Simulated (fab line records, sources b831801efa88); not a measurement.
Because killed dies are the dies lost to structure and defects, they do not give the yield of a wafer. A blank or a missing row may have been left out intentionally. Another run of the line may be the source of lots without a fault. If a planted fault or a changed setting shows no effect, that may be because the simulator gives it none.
fab line records	flow gf180mcu	part 1 of 2: steps 1 to 26 of 37
record lots=5	wafers=15	last_day=31
route steps=602 shown V5@559 TOP_METAL@567 PASSIVATION@587
lots untouched by any fault: they come from a run of this same line in which no faults occurred
start_h: hours from the record's first day to the start of the lot's first wafer shown	wait_h: how many hours have passed since the lot's step before this one	" identical to the entry in the row above	L1.1+2: one row covering several wafers at once	- no value, or no start given	* or withheld: withheld	< > ~ a bound
route shown NAME@n: NAME is a module with steps in the file, n the number in the route of the first one	usual: mean/standard deviation of fault-free wafers	same: alike in all rows	chamber/n: place in a boat	sites: readings site by site	_std_site: the values' standard deviation	_edge_site: outer sites' mean less inner sites'	radius_mm: how far each site lies from the wafer's centre	mask NAME#n: copy n	behind: tool/chamber where the wafer was last shaped	hold: cause of the lot's hold/its duration in hours/its outcome	device: the n, p or np transistor that did not switch	end of line: the route-end tests of the same wafers	step lacking rows: just its recipe	killed: the dies lost at the first sort to structure and to defects; this is not the yield of the wafer	map: a wafer's dies, marking killed ones x, the rest . and places with no die _
set.NAME: setting as actually run; set.NAME@STEP: the setting as run at that earlier step	model.NAME: the simulator's own value behind a step, which no gauge read
lots seen at some steps along the route; tables by step, rows by wafer
services: the hour from which a tool's chamber was out of use, counted from the record's first day as start_h (under 0 if before that day), plus the number of hours and why
## steps
# step GF_V5_STRIP_19
# recipe chemistry=post_etch_residue_remover	time_s=1200	temp_c=72.5
lot.wafer	tool	chamber	start_h	wait_h
L074.3+5+6	wet_bench-04	2	628.52	0.0
L079.2+3+4	wet_bench-04	2	666.32	0.1
L082.1+2+3	wet_bench-01	2	688.49	0.1
L084.1+4+5	wet_bench-04	1	708.49	0.1
L085.1+2+4	wet_bench-04	0	709.97	0.1
# step GF_V5_CLEAN_20
# recipe chemistry=DIW	dry=n2_spin
lot.wafer	tool	chamber	start_h	wait_h
L074.3+5+6	wet_bench-02	0	628.86	0.0
L079.2+3+4	wet_bench-02	3	666.69	0.0
L082.1+2+3	wet_bench-02	2	688.86	0.0
L084.1+4+5	wet_bench-01	0	708.83	0.0
L085.1+2+4	wet_bench-01	2	710.34	0.0
# step GF_V5_SPUTTER_21
# recipe material=Ti	target_thk_nm=15	chamber_pressure_pa=5	power_w=2500	substrate_temp_c=200	time_s=80.02
# usual throttle_valve_pct=30.0/0.96
lot.wafer	tool	chamber	start_h	wait_h	throttle_valve_pct
L074.3	pvd_sputter-02	-	628.95	0.0	31.0
L074.5	"	-	"	"	30.7
L074.6	"	-	"	"	29.1
L079.2	pvd_sputter-01	-	666.79	0.0	30.0
L079.3	"	-	"	"	31.3
L079.4	"	-	"	"	29.7
L082.1	pvd_sputter-01	-	688.96	0.0	30.1
L082.2	"	-	"	"	31.3
L082.3	"	-	"	"	29.5
L084.1	pvd_sputter-04	-	708.92	0.0	28.9
L084.4	"	-	"	"	29.6
L084.5	"	-	"	"	29.4
L085.1	pvd_sputter-04	-	710.43	0.0	29.6
L085.2	"	-	"	"	29.0
L085.4	"	-	"	"	28.9
# step GF_V5_SPUTTER_22
# recipe material=TiN	target_thk_nm=10	chamber_pressure_pa=5	power_w=4000	time_s=40
# usual throttle_valve_pct=30.0/0.98
lot.wafer	tool	chamber	start_h	wait_h	throttle_valve_pct
L074.3	pvd_sputter-02	-	629.02	0.0	31.0
L074.5	"	-	"	"	30.7
L074.6	"	-	"	"	29.3
L079.2	pvd_sputter-01	-	666.85	0.0	30.0
L079.3	"	-	"	"	31.5
L079.4	"	-	"	"	29.4
L082.1	pvd_sputter-01	-	689.02	0.0	29.9
L082.2	"	-	"	"	31.4
L082.3	"	-	"	"	29.5
L084.1	pvd_sputter-04	-	708.98	0.0	28.8
L084.4	"	-	"	"	29.5
L084.5	"	-	"	"	29.3
L085.1	pvd_sputter-04	-	710.50	0.0	29.7
L085.2	"	-	"	"	29.1
L085.4	"	-	"	"	29.0
# step GF_V5_CVD_23
# recipe material=W	target_thk_nm=350	time_s=104.9	temp_c=400	pressure_torr=40
# usual heater_power_outer_w=500/19	heater_power_w=831/32
lot.wafer	tool	chamber	start_h	wait_h	heater_power_outer_w	heater_power_w
L074.3	cvd_w-01	1	629.09	0.1	492	823
L074.5	"	0	"	"	479	839
L074.6	"	1	"	"	495	823
L079.2	cvd_w-01	1	666.89	0.0	501	827
L079.3	"	1	"	"	497	822
L079.4	"	0	"	"	489	861
L082.1	cvd_w-02	0	689.06	0.0	483	792
L082.2	"	1	"	"	530	861
L082.3	"	0	"	"	481	771
L084.1	cvd_w-02	0	709.02	0.0	494	789
L084.4	"	0	"	"	479	822
L084.5	"	0	"	"	490	788
L085.1	cvd_w-02	1	710.53	0.0	532	845
L085.2	"	0	"	"	474	807
L085.4	"	0	"	"	492	820
# step GF_V5_RS_MEAS_24
# recipe thk_meas_gauge=four-point-probe	reads=W_of_V5_CVD_23+TiN_of_V5_SPUTTER_22+Ti_of_V5_SPUTTER_21
# usual V5_W_RS=0.328/0.0042
lot.wafer	tool	chamber	start_h	wait_h	V5_W_RS[ohm/sq]
L074.3	film_metro-02	-	629.21	0.1	0.326
L074.5	"	-	"	"	0.322
L074.6	"	-	"	"	0.325
L079.2	film_metro-02	-	667.02	0.1	0.325
L079.3	"	-	"	"	0.323
L079.4	"	-	"	"	0.331
L082.1	film_metro-03	-	689.17	0.1	0.327
L082.2	"	-	"	"	0.330
L082.3	"	-	"	"	0.330
L084.1	film_metro-03	-	709.13	0.1	0.324
L084.4	"	-	"	"	0.331
L084.5	"	-	"	"	0.326
L085.1	film_metro-03	-	710.65	0.1	0.329
L085.2	"	-	"	"	0.333
L085.4	"	-	"	"	0.328
# step GF_V5_THK_MEAS_25
# recipe thk_meas_gauge=xrf	reads=W_of_V5_CVD_23
# usual V5_W_THK=358/8.8
lot.wafer	tool	chamber	start_h	wait_h	V5_W_THK[nm]
L074.3	film_metro-02	-	629.31	0.1	368
L074.5	"	-	"	"	370
L074.6	"	-	"	"	369
L079.2	film_metro-02	-	667.13	0.1	361
L079.3	"	-	"	"	361
L079.4	"	-	"	"	354
L082.1	film_metro-03	-	689.29	0.1	350
L082.2	"	-	"	"	349
L082.3	"	-	"	"	348
L084.1	film_metro-03	-	709.25	0.1	355
L084.4	"	-	"	"	346
L084.5	"	-	"	"	351
L085.1	film_metro-03	-	710.77	0.1	349
L085.2	"	-	"	"	345
L085.4	"	-	"	"	349
# step GF_V5_CMP_26
# recipe stop_on=SiO2	down_force_psi=3.5	platen_rpm=60	t_overpolish_s=15	target_thk_nm=0	pad_velocity_m_s=0.94248
# usual motor_current_A=10.5/0.84	overpolish_run_s=15.000/0.0085	slurry_flow_ml_min=150.0/0.43	time_to_endpoint_s=85/4.4
lot.wafer	tool	chamber	start_h	wait_h	motor_current_A	overpolish_run_s	slurry_flow_ml_min	time_to_endpoint_s
L074.3	cmp-01	2	629.42	0.1	11.6	15.000	150.0	80
L074.6	"	1	"	"	11.0	14.997	149.9	81
L074.5	"	2	"	"	11.2	15.004	150.2	81
L079.3	cmp-02	0	667.18	0.0	11.3	14.995	150.5	94
L079.2	"	1	"	"	10.0	14.985	150.1	87
L079.4	"	3	"	"	9.4	15.004	149.4	80
L082.3	cmp-02	2	689.35	0.0	10.3	14.995	149.1	85
L082.2	"	3	"	"	9.4	14.993	150.5	81
L082.1	"	0	"	"	12.1	15.008	150.1	94
L084.1	cmp-02	2	709.36	0.1	9.8	14.986	150.0	89
L084.4	"	3	"	"	9.4	15.019	150.2	83
L084.5	"	2	"	"	10.1	14.995	150.5	92
L085.4	cmp-02	1	710.88	0.1	9.5	15.005	149.9	88
L085.2	"	2	"	"	10.0	15.014	150.0	86
L085.1	"	3	"	"	9.5	15.014	149.6	80
# step GF_TOP_METAL_SPUTTER_00
# recipe material=Ti	target_thk_nm=37.5	arriving_ion_energy_ev=80	substrate_temp_c=200	chamber_pressure_pa=2	power_w=4000	time_s=150
# usual throttle_valve_pct=30.0/0.9
lot.wafer	tool	chamber	start_h	wait_h	throttle_valve_pct
L074.3	pvd_sputter-01	-	629.67	0.2	29.5
L074.5	"	-	"	"	29.9
L074.6	"	-	"	"	29.7
L079.2	pvd_sputter-02	-	667.48	0.2	30.9
L079.3	"	-	"	"	29.0
L079.4	"	-	"	"	31.5
L082.1	pvd_sputter-01	-	689.65	0.1	29.7
L082.2	"	-	"	"	31.4
L082.3	"	-	"	"	29.7
L084.1	pvd_sputter-02	-	709.61	0.2	30.8
L084.4	"	-	"	"	30.8
L084.5	"	-	"	"	29.0
L085.1	pvd_sputter-02	-	711.13	0.1	28.8
L085.2	"	-	"	"	31.0
L085.4	"	-	"	"	29.1
# step GF_TOP_METAL_SPUTTER_01
# recipe material=TiN	target_thk_nm=30	power_w=6500	time_s=25	chamber_pressure_pa=0.4
# usual throttle_valve_pct=30.0/0.92
lot.wafer	tool	chamber	start_h	wait_h	throttle_valve_pct
L074.3	pvd_sputter-01	-	629.87	0.1	29.7
L074.5	"	-	"	"	29.9
L074.6	"	-	"	"	29.6
L079.2	pvd_sputter-02	-	667.58	0.1	30.9
L079.3	"	-	"	"	29.0
L079.4	"	-	"	"	31.4
L082.1	pvd_sputter-01	-	689.75	0.1	29.5
L082.2	"	-	"	"	31.7
L082.3	"	-	"	"	29.4
L084.1	pvd_sputter-02	-	709.71	0.1	30.7
L084.4	"	-	"	"	30.8
L084.5	"	-	"	"	28.8
L085.1	pvd_sputter-02	-	711.23	0.1	29.2
L085.2	"	-	"	"	30.8
L085.4	"	-	"	"	29.1
# step GF_TOP_METAL_SPUTTER_02
# recipe material=AlCu	target_thk_nm=900	power_w=10600	chamber_pressure_pa=0.3	substrate_temp_c=250	gas=Ar	time_s=47.82
# usual throttle_valve_pct=30.0/0.92
lot.wafer	tool	chamber	start_h	wait_h	throttle_valve_pct
L074.3	pvd_sputter-01	-	629.93	0.0	29.5
L074.5	"	-	"	"	30.3
L074.6	"	-	"	"	29.8
L079.2	pvd_sputter-02	-	667.61	0.0	31.1
L079.3	"	-	"	"	29.0
L079.4	"	-	"	"	31.8
L082.1	pvd_sputter-01	-	689.78	0.0	29.7
L082.2	"	-	"	"	31.7
L082.3	"	-	"	"	29.6
L084.1	pvd_sputter-02	-	709.74	0.0	30.4
L084.4	"	-	"	"	30.6
L084.5	"	-	"	"	29.0
L085.1	pvd_sputter-02	-	711.26	0.0	28.8
L085.2	"	-	"	"	30.7
L085.4	"	-	"	"	29.1
# step GF_TOP_METAL_SPUTTER_03
# recipe material=Ti	target_thk_nm=5	substrate_temp_c=300	chamber_pressure_pa=0.3136	power_w=3000	time_s=3.3
# usual throttle_valve_pct=30.0/0.89
lot.wafer	tool	chamber	start_h	wait_h	throttle_valve_pct
L074.3	pvd_sputter-01	-	630.02	0.0	29.6
L074.5	"	-	"	"	29.9
L074.6	"	-	"	"	29.7
L079.2	pvd_sputter-02	-	667.65	0.0	30.8
L079.3	"	-	"	"	28.7
L079.4	"	-	"	"	31.4
L082.1	pvd_sputter-01	-	689.83	0.0	29.9
L082.2	"	-	"	"	31.2
L082.3	"	-	"	"	29.3
L084.1	pvd_sputter-02	-	709.79	0.0	30.8
L084.4	"	-	"	"	31.0
L084.5	"	-	"	"	29.1
L085.1	pvd_sputter-02	-	711.30	0.0	29.0
L085.2	"	-	"	"	30.8
L085.4	"	-	"	"	29.2
# step GF_TOP_METAL_SPUTTER_04
# recipe material=TiN	target_thk_nm=25	power_w=6500	time_s=20.8	chamber_pressure_pa=0.4
# usual throttle_valve_pct=30.0/0.92
lot.wafer	tool	chamber	start_h	wait_h	throttle_valve_pct
L074.3	pvd_sputter-01	-	630.06	0.0	29.7
L074.5	"	-	"	"	30.0
L074.6	"	-	"	"	29.4
L079.2	pvd_sputter-02	-	667.67	0.0	31.1
L079.3	"	-	"	"	29.0
L079.4	"	-	"	"	31.5
L082.1	pvd_sputter-01	-	689.84	0.0	29.8
L082.2	"	-	"	"	31.5
L082.3	"	-	"	"	29.5
L084.1	pvd_sputter-02	-	709.80	0.0	30.9
L084.4	"	-	"	"	30.8
L084.5	"	-	"	"	29.0
L085.1	pvd_sputter-02	-	711.32	0.0	29.1
L085.2	"	-	"	"	31.0
L085.4	"	-	"	"	28.9
# step GF_TOP_METAL_RS_MEAS_05
# recipe thk_meas_gauge=four-point-probe	reads=TiN_of_TOP_METAL_SPUTTER_04+Ti_of_TOP_METAL_SPUTTER_03+AlCu_of_TOP_METAL_SPUTTER_02+TiN_of_TOP_METAL_SPUTTER_01+Ti_of_TOP_METAL_SPUTTER_00
# usual TOP_METAL_ALCU_RS=0.0329/0.00031
lot.wafer	tool	chamber	start_h	wait_h	TOP_METAL_ALCU_RS[ohm/sq]
L074.3	film_metro-01	-	630.15	0.1	0.0328
L074.5	"	-	"	"	0.0327
L074.6	"	-	"	"	0.0326
L079.2	film_metro-03	-	667.72	0.0	0.0326
L079.3	"	-	"	"	0.0329
L079.4	"	-	"	"	0.0333
L082.1	film_metro-03	-	689.87	0.0	0.0324
L082.2	"	-	"	"	0.0326
L082.3	"	-	"	"	0.0324
L084.1	film_metro-03	-	709.83	0.0	0.0324
L084.4	"	-	"	"	0.0328
L084.5	"	-	"	"	0.0330
L085.1	film_metro-04	-	711.35	0.0	0.0327
L085.2	"	-	"	"	0.0321
L085.4	"	-	"	"	0.0326
# step GF_TOP_METAL_THK_MEAS_06
# recipe thk_meas_gauge=xrf	reads=AlCu_of_TOP_METAL_SPUTTER_02
# usual TOP_METAL_ALCU_THK=890/8.7
lot.wafer	tool	chamber	start_h	wait_h	TOP_METAL_ALCU_THK[nm]
L074.3	film_metro-01	-	630.25	0.1	890
L074.5	"	-	"	"	894
L074.6	"	-	"	"	893
L079.2	film_metro-03	-	667.83	0.1	892
L079.3	"	-	"	"	882
L079.4	"	-	"	"	873
L082.1	film_metro-03	-	689.99	0.1	900
L082.2	"	-	"	"	894
L082.3	"	-	"	"	900
L084.1	film_metro-03	-	709.95	0.1	905
L084.4	"	-	"	"	892
L084.5	"	-	"	"	890
L085.1	film_metro-04	-	711.47	0.1	899
L085.2	"	-	"	"	914
L085.4	"	-	"	"	901
# step GF_TOP_METAL_DEHYDRATE_07
# recipe temp_c=200	time_s=60
# usual heater_power_total_W=160.36/0.13
lot.wafer	tool	chamber	start_h	wait_h	heater_power_total_W
L074.3	litho_track-02	0	639.87	9.6	160.49
L074.5	"	0	"	"	160.40
L074.6	"	0	"	"	160.41
L079.2	litho_track-03	0	677.31	9.5	160.59
L079.3	"	0	"	"	160.23
L079.4	"	0	"	"	160.37
L082.1	litho_track-01	0	699.08	9.1	160.35
L082.2	"	0	"	"	160.30
L082.3	"	0	"	"	160.31
L084.1	litho_track-02	0	718.57	8.6	160.20
L084.4	"	0	"	"	160.59
L084.5	"	0	"	"	160.43
L085.1	litho_track-03	0	719.78	8.3	160.42
L085.2	"	0	"	"	160.15
L085.4	"	0	"	"	160.24
# step GF_TOP_METAL_HMDS_08
# recipe prime_time_s=60	prime_temp_c=120
lot.wafer	tool	chamber	start_h	wait_h
L074.3+5+6	litho_track-02	0	640.02	0.1
L079.2+3+4	litho_track-03	0	677.46	0.1
L082.1+2+3	litho_track-01	0	699.23	0.1
L084.1+4+5	litho_track-02	0	718.72	0.1
L085.1+2+4	litho_track-03	0	719.93	0.1
# step GF_TOP_METAL_COAT_09
# recipe resist=NOVOLAK	spin_rpm=3000	resist_thk_nm=1500
lot.wafer	tool	chamber	start_h	wait_h
L074.3+5+6	litho_track-02	0	640.17	0.1
L079.2+3+4	litho_track-03	0	677.61	0.1
L082.1+2+3	litho_track-01	0	699.38	0.1
L084.1+4+5	litho_track-02	0	718.87	0.1
L085.1+2+4	litho_track-03	0	720.08	0.1
# step GF_TOP_METAL_SOFTBAKE_10
# recipe temp_c=90	time_s=60	resist=NOVOLAK
# usual heater_power_total_W=56.59/0.05
lot.wafer	tool	chamber	start_h	wait_h	heater_power_total_W
L074.3	litho_track-02	0	640.32	0.1	56.63
L074.5	"	0	"	"	56.57
L074.6	"	0	"	"	56.72
L079.2	litho_track-03	0	677.76	0.1	56.62
L079.3	"	0	"	"	56.54
L079.4	"	0	"	"	56.55
L082.1	litho_track-01	0	699.53	0.1	56.64
L082.2	"	0	"	"	56.60
L082.3	"	0	"	"	56.57
L084.1	litho_track-02	0	719.02	0.1	56.68
L084.4	"	0	"	"	56.59
L084.5	"	0	"	"	56.60
L085.1	litho_track-03	0	720.23	0.1	56.59
L085.2	"	0	"	"	56.70
L085.4	"	0	"	"	56.52
# step GF_TOP_METAL_EXPOSE_11
# recipe mask_id=MetalTop	target_cd_nm=440	na=0.6	source_shape=conventional	sigma_outer=0.6	dose_mj=170
# usual focus_offset_nm=-0.1/0.48
lot.wafer	tool	chamber	start_h	wait_h	mask	focus_offset_nm
L074.3	iline_stepper-02	0	-	-	MetalTop#0	0.1
L074.5	"	0	"	"	MetalTop#0	0.0
L074.6	"	0	"	"	MetalTop#0	0.4
L079.2	iline_stepper-02	0	-	-	MetalTop#0	0.0
L079.3	"	0	"	"	MetalTop#0	0.0
L079.4	"	0	"	"	MetalTop#0	0.1
L082.1	iline_stepper-02	0	-	-	MetalTop#0	0.7
L082.2	"	0	"	"	MetalTop#0	0.2
L082.3	"	0	"	"	MetalTop#0	-0.1
L084.1	iline_stepper-01	0	-	-	MetalTop#0	-0.6
L084.4	"	0	"	"	MetalTop#0	-0.6
L084.5	"	0	"	"	MetalTop#0	0.3
L085.1	iline_stepper-01	0	-	-	MetalTop#0	-0.5
L085.2	"	0	"	"	MetalTop#0	-0.5
L085.4	"	0	"	"	MetalTop#0	-0.1
# step GF_TOP_METAL_PEB_12
# recipe temp_c=withheld	time_s=*	resist=NOVOLAK
lot.wafer	tool	chamber	start_h	wait_h
L074.3+5+6	litho_track-01	0	-	-
L079.2+3+4	litho_track-02	0	-	-
L082.1+2+3	litho_track-03	0	-	-
L084.1+4+5	litho_track-02	0	-	-
L085.1+2+4	litho_track-03	0	-	-
# step GF_TOP_METAL_DEVELOP_13
# recipe develop_time_s=60	dev_temp_c=23
# usual developer_temp_C=23.01/0.1
lot.wafer	tool	chamber	start_h	wait_h	developer_temp_C
L074.3	litho_track-01	0	650.08	0.1	22.98
L074.5	"	0	"	"	22.96
L074.6	"	0	"	"	23.01
L079.2	litho_track-02	0	686.85	0.1	23.07
L079.3	"	0	"	"	22.99
L079.4	"	0	"	"	22.97
L082.1	litho_track-03	0	707.98	0.1	23.04
L082.2	"	0	"	"	22.99
L082.3	"	0	"	"	23.01
L084.1	litho_track-02	0	727.37	0.1	23.06
L084.4	"	0	"	"	23.24
L084.5	"	0	"	"	23.26
L085.1	litho_track-03	0	728.78	0.1	22.94
L085.2	"	0	"	"	22.83
L085.4	"	0	"	"	22.92
# step GF_TOP_METAL_CD_MEAS_14
# recipe target_cd_nm=440
# usual cd_nm=440.2/2.2
lot.wafer	tool	chamber	start_h	wait_h	cd_nm
L074.3	cd_sem-01	-	650.22	0.1	440.2
L074.5	"	-	"	"	441.6
L074.6	"	-	"	"	443.1
L079.2	cd_sem-01	-	686.99	0.1	442.2
L079.3	"	-	"	"	438.9
L079.4	"	-	"	"	441.2
L082.1	cd_sem-01	-	708.13	0.1	438.0
L082.2	"	-	"	"	436.5
L082.3	"	-	"	"	437.9
L084.1	cd_sem-02	-	727.52	0.1	441.4
L084.4	"	-	"	"	442.6
L084.5	"	-	"	"	442.6
L085.1	cd_sem-01	-	728.93	0.1	440.2
L085.2	"	-	"	"	439.9
L085.4	"	-	"	"	437.5
# step GF_TOP_METAL_OVL_MEAS_15
# usual TOP_METAL_OVL=0.1/1.4
lot.wafer	tool	chamber	start_h	wait_h	TOP_METAL_OVL[nm]
L074.3	overlay-01	-	650.31	0.1	3.1
L074.5	"	-	"	"	2.1
L074.6	"	-	"	"	0.4
L079.2	overlay-01	-	687.10	0.1	-0.6
L079.3	"	-	"	"	-1.1
L079.4	"	-	"	"	-1.5
L082.1	overlay-02	-	708.25	0.1	0.1
L082.2	"	-	"	"	0.0
L082.3	"	-	"	"	0.0
L084.1	overlay-02	-	727.64	0.1	0.2
L084.4	"	-	"	"	0.8
L084.5	"	-	"	"	2.2
L085.1	overlay-02	-	729.05	0.1	-0.7
L085.2	"	-	"	"	0.2
L085.4	"	-	"	"	1.1
# step GF_TOP_METAL_METAL_ETCH_16
# recipe chemistry=Cl2/BCl3	mask_material=NOVOLAK	target_depth_nm=1077.5	stop_on=SiO2	pressure_mtorr=8	icp_w=800	bias_w=140	Cl2_flow_sccm=80	bcl3_flow_sccm=40	time_s=179.6
# usual drypump_motor_current_A=5.9/0.5	he_backside_leak_sccm=3.4/0.35	oes_product_au=0.963/0.006	throttle_valve_pct=28.259/0.01
lot.wafer	tool	chamber	start_h	wait_h	drypump_motor_current_A	he_backside_leak_sccm	oes_product_au	rf_hours_counter_h	throttle_valve_pct
L074.3	rie_metal-01	1	650.39	0.1	6.2	3.0	0.967	-	28.238
L074.5	"	0	"	"	6.7	3.2	0.965	-	28.256
L074.6	"	1	"	"	6.3	3.1	0.971	-	28.240
L079.2	rie_metal-04	1	687.13	0.0	5.7	3.7	0.973	6	28.261
L079.3	"	1	"	"	5.6	3.7	0.958	-	28.249
L079.4	"	0	"	"	5.7	3.2	0.958	-	28.270
L082.1	rie_metal-03	1	708.29	0.0	6.2	3.3	0.973	11	28.241
L082.2	"	0	"	"	5.1	3.5	0.968	12	28.255
L082.3	"	1	"	"	6.2	3.4	0.970	-	28.249
L084.1	rie_metal-04	0	727.68	0.0	5.8	3.1	0.977	6	28.245
L084.4	"	0	"	"	5.7	3.1	0.977	-	28.259
L084.5	"	1	"	"	5.6	3.5	0.970	-	28.251
L085.1	rie_metal-01	1	729.09	0.0	6.2	3.2	0.967	13	28.268
L085.2	"	0	"	"	6.6	3.2	0.973	5	28.237
L085.4	"	1	"	"	6.3	3.2	0.972	-	28.272
# step GF_TOP_METAL_STRIP_17
# recipe chemistry=O2/N2	power_w=1400	pressure_mtorr=1500	platen_temp_c=250	o2_flow_sccm=3000	n2_flow_sccm=300	overash_fraction=0.5
# usual drypump_motor_current_A=5.8/0.58	heater_power_w=337/25	oes_product_au=0.711/0.0042	strip_time_to_endpoint_s=13.47/0.09
lot.wafer	tool	chamber	start_h	wait_h	drypump_motor_current_A	heater_power_w	oes_product_au	rf_hours_counter_h	strip_time_to_endpoint_s
L074.3	plasma_asher-02	0	650.54	0.1	5.4	303	0.710	-	13.26
L074.5	"	0	"	"	5.4	309	0.705	-	13.45
L074.6	"	1	"	"	6.6	362	0.707	-	13.39
L079.2	plasma_asher-02	0	687.30	0.1	5.5	315	0.709	95	13.40
L079.3	"	0	"	"	5.5	313	0.704	-	13.38
L079.4	"	1	"	"	6.6	359	0.707	-	13.40
L082.1	plasma_asher-04	0	708.46	0.1	6.3	355	0.717	96	13.47
L082.2	"	1	"	"	5.9	339	0.706	96	13.36
L082.3	"	0	"	"	6.3	346	0.708	-	13.39
L084.1	plasma_asher-02	1	727.85	0.1	6.6	360	0.705	99	13.49
L084.4	"	0	"	"	5.5	315	0.714	-	13.59
L084.5	"	0	"	"	5.5	311	0.702	-	13.45
L085.1	plasma_asher-01	1	729.26	0.1	5.0	351	0.712	33	13.40
L085.2	"	0	"	"	5.6	315	0.713	33	13.64
L085.4	"	1	"	"	5.0	355	0.706	-	13.32
